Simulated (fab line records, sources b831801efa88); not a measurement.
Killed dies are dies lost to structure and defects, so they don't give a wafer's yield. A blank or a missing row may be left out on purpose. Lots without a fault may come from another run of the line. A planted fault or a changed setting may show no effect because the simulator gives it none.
One fault seen from 2 desks | flow sfq_line | each desk has only its own numbers; what lay behind them comes last

THE METROLOGY DESK
What the gauges read, lot by lot, whatever tool the lot ran on: means of the sampled wafers that have a number. A lot is out of limits, marked OUT, if its mean lies more than 4 standard deviations from the usual mean; the brackets give that distance.
Columns: A = I1_OVL at SFQ_I1_OVL_MEAS_913, usual 3 nm
lot  | first seen here | A
L552 | day 29 01:10    | 6
L553 | day 29 14:20    | 6
L554 | day 29 21:23    | 1
L556 | day 30 21:22    | -1
L557 | day 31 02:10    | 4
L564 | day 33 01:01    | 1
L565 | day 33 04:44    | 5
L568 | day 34 08:20    | -2
L570 | day 36 05:51    | 5
L571 | day 37 07:02    | 1
L572 | day 37 21:14    | 6
L573 | day 38 20:02    | 2
L574 | day 38 22:26    | -4
L575 | day 39 12:45    | -6
This desk's finding: nothing out of limits on any of the 14 lots.

THE TOOL OWNER'S DESK: pecvd-04
The tool's own readings at SFQ_TRILAYER_I3_DEP_PECVD_081 (deposits SiO2 from SiH4/N2O, time 111.11 s, target thk 500 nm): means of the sampled wafers that have a number, for each lot that ran on this tool. A lot is out of limits, marked OUT, if its mean lies more than 4 standard deviations from the usual mean; the brackets give that distance.
Columns: A = heater_power_w at SFQ_TRILAYER_I3_DEP_PECVD_081, usual 90 W; B = rf_fwd_power_W at SFQ_TRILAYER_I3_DEP_PECVD_081, usual 182.4 W; C = throttle_valve_pct at SFQ_TRILAYER_I3_DEP_PECVD_081, usual 24.2 %
lot  | first seen here | A  | B                       | C
L554 | day 47 09:50    | 84 | 182.1                   | 24.6
L556 | day 48 14:38    | 91 | 183.0                   | 25.0
L564 | day 51 19:32    | 69 | 255.8 (+99 or more) OUT | 24.6
L565 | day 52 03:06    | 67 | 255.8 (+99 or more) OUT | 24.7
L570 | day 54 23:32    | 89 | 183.0                   | 24.5
L573 | day 57 04:55    | 91 | 182.8                   | 22.7
This desk's finding: out of limits on L564, L565; first on L564, day 51 19:32 (rf_fwd_power_W at SFQ_TRILAYER_I3_DEP_PECVD_081). In limits: L554, L556, L570, L573.

PUT TOGETHER
The tool owner's desk could have raised an alarm at day 51 19:32, on L564, L565.
The metrology desk saw nothing out of limits.
The metrology desk has L564, L565 on record, within its limits.
Of the lots named, all ran SFQ_TRILAYER_I3_DEP_PECVD_081 on pecvd-04.

WHAT THE SIMULATOR HAD PUT IN
Process parameter drift: pecvd-04, from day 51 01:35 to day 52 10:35, at SFQ_TRILAYER_I3_DEP_PECVD_081. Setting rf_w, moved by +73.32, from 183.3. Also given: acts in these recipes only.
Lots struck among those shown: L564, L565.
Hours from the fault's start to each desk's first reading out of limits: the tool owner's desk, 18.
